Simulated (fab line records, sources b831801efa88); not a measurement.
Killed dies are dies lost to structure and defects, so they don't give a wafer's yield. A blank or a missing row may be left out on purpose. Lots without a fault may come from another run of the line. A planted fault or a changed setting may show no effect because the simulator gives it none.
A struck lot beside a sound one | flow sky130 | 42 steps out of a route of 708
Sound: wafers L330.2, L330.3, L330.6. Struck: wafers L341.1, L341.3, L341.5. The cause comes at the end.
At each step with rows: each side's tool, then ch and its chambers, then its first start. Under that, the readings that differ: sound wafers | struck wafers | difference of the means | sigmas: that difference in standard deviations of wafers without a fault.
alike: readings whose means differ by less than 2 such deviations, and words and numbers that are the same on both sides. not compared: withheld readings, readings that some wafer has no value for, bounds like >300 that may hide the same value, and numbers for which the record gives no deviation and whose values overlap.
The two part at a step that has a row with sigmas, a row that says differs or no value, or rows on one side only. Numbers that don't overlap but have no deviation are shown without sigmas and don't part them. A reading that every wafer of one side lacks parts them only if that side has two wafers or more.

first, 1 step without rows for these wafers: SKY_PWDE_IMPLANT_08.
SKY_PWDE_STRIP_09: strips in O2/N2.
  sound on plasma_asher-01 ch 0,1, day 5 17:33; struck on plasma_asher-04 ch 0,1, day 8 13:09
  alike: drypump_motor_current_A, oes_product_au, strip_time_to_endpoint_s
  not compared: rf_hours_counter_h
SKY_PWDE_TW_MEAS_10:
  sound on film_metro-01, day 5 17:40; struck on film_metro-03, day 8 13:15
  alike: PWDE_TW
then, 7 steps without rows for these wafers: SKY_NWELL_DEHYDRATE_03 (time 60 s); SKY_NWELL_HMDS_04 (prime time 60 s); SKY_NWELL_COAT_05 (resist thk 3000 nm); SKY_NWELL_SOFTBAKE_06; SKY_NWELL_EXPOSE_07 (exposes mask NWM, target cd 840 nm); SKY_NWELL_PEB_08; SKY_NWELL_DEVELOP_09 (develop time 60 s).
SKY_NWELL_OVL_MEAS_10:
  sound on overlay-02, day 6 11:24; struck on overlay-01, day 9 10:29
  reading           | sound       | struck         | difference | sigmas
  NWELL_00_OVL (nm) | 1.6 1.5 1.4 | -2.9 -1.6 -0.9 | -3.3       | -3
then, 1 step without rows for these wafers: SKY_NWELL_IMPLANT_11.
SKY_NWELL_IMPLANT_12:
  sound on implanter-03 ch 0, day 6 11:36; struck on implanter-02 ch 0, day 9 10:40
then, 1 step without rows for these wafers: SKY_NWELL_IMPLANT_13.
SKY_NWELL_STRIP_14: strips in O2/N2.
  sound on plasma_asher-03 ch 0, day 6 11:53; struck on plasma_asher-03 ch 0,1, day 9 10:58
  alike: drypump_motor_current_A, oes_product_au, strip_time_to_endpoint_s
  not compared: rf_hours_counter_h
SKY_NWELL_TW_MEAS_15:
  sound on film_metro-01, day 6 11:59; struck on film_metro-01, day 9 11:04
  alike: NWELL_TW
then, 7 steps without rows for these wafers: SKY_NWELL_DEHYDRATE_16 (time 60 s); SKY_NWELL_HMDS_17 (prime time 60 s); SKY_NWELL_COAT_18 (resist thk 3000 nm); SKY_NWELL_SOFTBAKE_19; SKY_NWELL_EXPOSE_20 (exposes mask NWM COMPLEMENT, target cd 840 nm); SKY_NWELL_PEB_21; SKY_NWELL_DEVELOP_22 (develop time 60 s).
SKY_NWELL_OVL_MEAS_23:
  sound on overlay-01, day 7 06:59; struck on overlay-02, day 10 08:35
  alike: NWELL_01_OVL
then, 1 step without rows for these wafers: SKY_NWELL_IMPLANT_24.
SKY_NWELL_STRIP_25: strips in O2/N2.
  sound on plasma_asher-04 ch 1, day 7 07:10; struck on plasma_asher-04 ch 0,1, day 10 08:46
  alike: drypump_motor_current_A, oes_product_au, strip_time_to_endpoint_s
  not compared: rf_hours_counter_h
SKY_NWELL_TW_MEAS_26:
  sound on film_metro-02, day 7 07:16; struck on film_metro-01, day 10 08:52
  alike: NWELL_2_TW
then, 1 step without rows for these wafers: SKY_NWELL_CLEAN_27 (cleans in SC1/SC2, time 150 s).
SKY_NWELL_RTA_28: time 30 s.
  sound on rtp_anneal-01 ch 0, day 7 07:23; struck on rtp_anneal-01 ch 0, day 10 08:58
  alike: lamp_power_pct, wafer_temp_C_max
SKY_NWELL_RS_MEAS_29: measures by four-point-probe.
  sound on film_metro-01, day 7 07:29; struck on film_metro-03, day 10 09:04
  alike: NWELL_RS
SKY_NWELL_RS_MEAS_31: measures by four-point-probe.
  sound on film_metro-01, day 7 07:44; struck on film_metro-03, day 10 09:19
  alike: PWDE_RS
then, 7 steps without rows for these wafers: SKY_VT_ADJUST_HVTP_DEHYDRATE_00 (time 60 s); SKY_VT_ADJUST_HVTP_HMDS_01 (prime time 60 s); SKY_VT_ADJUST_HVTP_COAT_02 (resist thk 1140 nm); SKY_VT_ADJUST_HVTP_SOFTBAKE_03 (time 60 s); SKY_VT_ADJUST_HVTP_EXPOSE_04 (exposes mask HVTPM, target cd 380 nm); SKY_VT_ADJUST_HVTP_PEB_05; SKY_VT_ADJUST_HVTP_DEVELOP_06 (develop time 60 s).
SKY_VT_ADJUST_HVTP_CD_MEAS_07: target cd 380 nm.
  sound on cd_sem-02, day 8 03:41; struck on cd_sem-01, day 11 07:20
  alike: cd_nm
SKY_VT_ADJUST_HVTP_OVL_MEAS_08:
  sound on overlay-02, day 8 03:47; struck on overlay-02, day 11 07:27
  alike: VT_ADJUST_HVTP_OVL
then, 1 step without rows for these wafers: SKY_VT_ADJUST_HVTP_IMPLANT_09.
-- the record jumps here: 39 days lie between the struck wafers' starts before and after (it left off in module VT_ADJUST_HVTP and takes up again in module PAD_OPEN, whose first step shown is number 708 of the route) --
SKY_PAD_OPEN_PROBE_99:
  sound on prober-02, day 47 21:24; struck on prober-01, day 50 05:26
  reading                              | sound                   | struck                  | difference | sigmas
  model.etest.pfet_01v8_lvt.vt_v_range | 0.01214 0.01827 0.01292 | 0.02774 0.03193 0.03156 | +0.01597   |
  alike: killed_at_M0_to_M3, killed_at_M4_up, killed_at_contacts, killed_at_front_end, killed_at_other, killed_dies, killed_on_rim, killed_open, killed_short
  not compared: model.etest.pfet_g5v0d10v5.vt_v_range, model.etest.pfet_01v8.vt_v_range

WHERE THEY PART
Only at SKY_NWELL_OVL_MEAS_10, within this record. Later steps at which nothing parts them and some readings are alike: SKY_NWELL_STRIP_14, SKY_NWELL_TW_MEAS_15, SKY_NWELL_OVL_MEAS_23, SKY_NWELL_STRIP_25, SKY_NWELL_TW_MEAS_26, SKY_NWELL_RTA_28, SKY_NWELL_RS_MEAS_29, SKY_NWELL_RS_MEAS_31, SKY_VT_ADJUST_HVTP_CD_MEAS_07, SKY_VT_ADJUST_HVTP_OVL_MEAS_08, SKY_PAD_OPEN_PROBE_99.

WHY: what the simulator had put in
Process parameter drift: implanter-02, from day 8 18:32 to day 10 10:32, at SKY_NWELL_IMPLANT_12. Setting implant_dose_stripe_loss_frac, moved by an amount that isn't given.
